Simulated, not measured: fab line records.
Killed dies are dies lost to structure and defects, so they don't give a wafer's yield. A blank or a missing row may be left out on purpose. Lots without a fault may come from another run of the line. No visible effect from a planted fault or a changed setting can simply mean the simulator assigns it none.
Code-filled problem report in 8D (eight disciplines) form    flow sky130    the parts of the form that need people (team, actions taken, sign-off) are left out

== 1. PROBLEM STATEMENT ==
Wafers free of any fault read 1629 nm (standard deviation 18) for VIA3_HDPCVD_THK at SKY_VIA3_THK_MEAS_01, against a mean of 786 nm on 2 wafers of 2 lots. That is -47 standard deviations from the usual mean.
Seen first at day 40 15:34 on film metro-03, wafer L539.3. At this step, 42 wafers from 14 lots have a number in the record. Rule for "out", or "out of limits": more than 4 standard deviations from the usual mean. Any other wafer with a number is counted as sound.

== 2. WHAT IT IS AND WHAT IT IS NOT ==
question                     is                            is not
which readings at this step  VIA3_HDPCVD_THK               -
which lots                   L539, L541                    L534, L535, L536, L538, L540, L550, L552, L553, L554, L555, L556, L557
which wafers of those lots   L539.3, L541.1                L539.1, L539.4, L541.2, L541.3
read on which gauges         film metro-02, film metro-03  film metro-04
when                         from day 40 15:34             up to then (17 sound wafers); but 23 sound wafers of L541, L550, L552, L553, L554, L555, L556, L557 came after

== 3. SUSPECTS, AND WHAT RULES EACH OUT ==
Counting: a tool at a process step up to the reading stays a suspect if it ran every lot that is out. Sound lots after the first of them don't rule it out here, since some wafers of a struck lot are sound.
- the gauge at SKY_VIA3_THK_MEAS_01 has been ruled out. Those wafers that are out were read across 2 gauges (film metro-02, film metro-03).
- hdpcvd-01 at SKY_VIA3_HDPCVD_00 (deposits SiO2, target thk 1635 nm, time 272.5 s): kept. It ran every lot that is out, first L539 (day 40 15:23); its last sound lot up to then is L536 (day 39 09:09).
After counting, what remains is hdpcvd-01 at SKY_VIA3_HDPCVD_00.

== 4. THE CAUSE (what the simulator had put in) ==
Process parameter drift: hdpcvd-01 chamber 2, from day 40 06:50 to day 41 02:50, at SKY_VIA3_HDPCVD_00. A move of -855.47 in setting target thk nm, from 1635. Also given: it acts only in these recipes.
This tool alone remained once counting was done.

== 5. THE CHAIN OF EFFECTS, in route order ==
Each row: a reading whose mean over the struck wafers that have a number lies more than 3 standard deviations from the usual. Only readings for which the record gives a usual standard deviation are gone through. hours: the time from each lot's start at the first step in this table that gives one to its start at this step, as a median over the lots. sigmas: the change in usual standard deviations.
hours  step                  reading          usual    on struck wafers  change  sigmas
0      SKY_VIA3_THK_MEAS_01  VIA3_HDPCVD_THK  1629 nm  786               -843    -47

== 6. HOW IT WOULD HAVE BEEN CAUGHT EARLIER ==
The first out-of-limits reading at a measuring or inspecting step in this record came at day 40 15:34, 9 hours after the fault's start at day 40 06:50.
L541, from the lots that are out (2), started SKY_VIA3_HDPCVD_00 on hdpcvd-01 later than day 40 15:34. Putting the tool on hold at that point would have spared it.
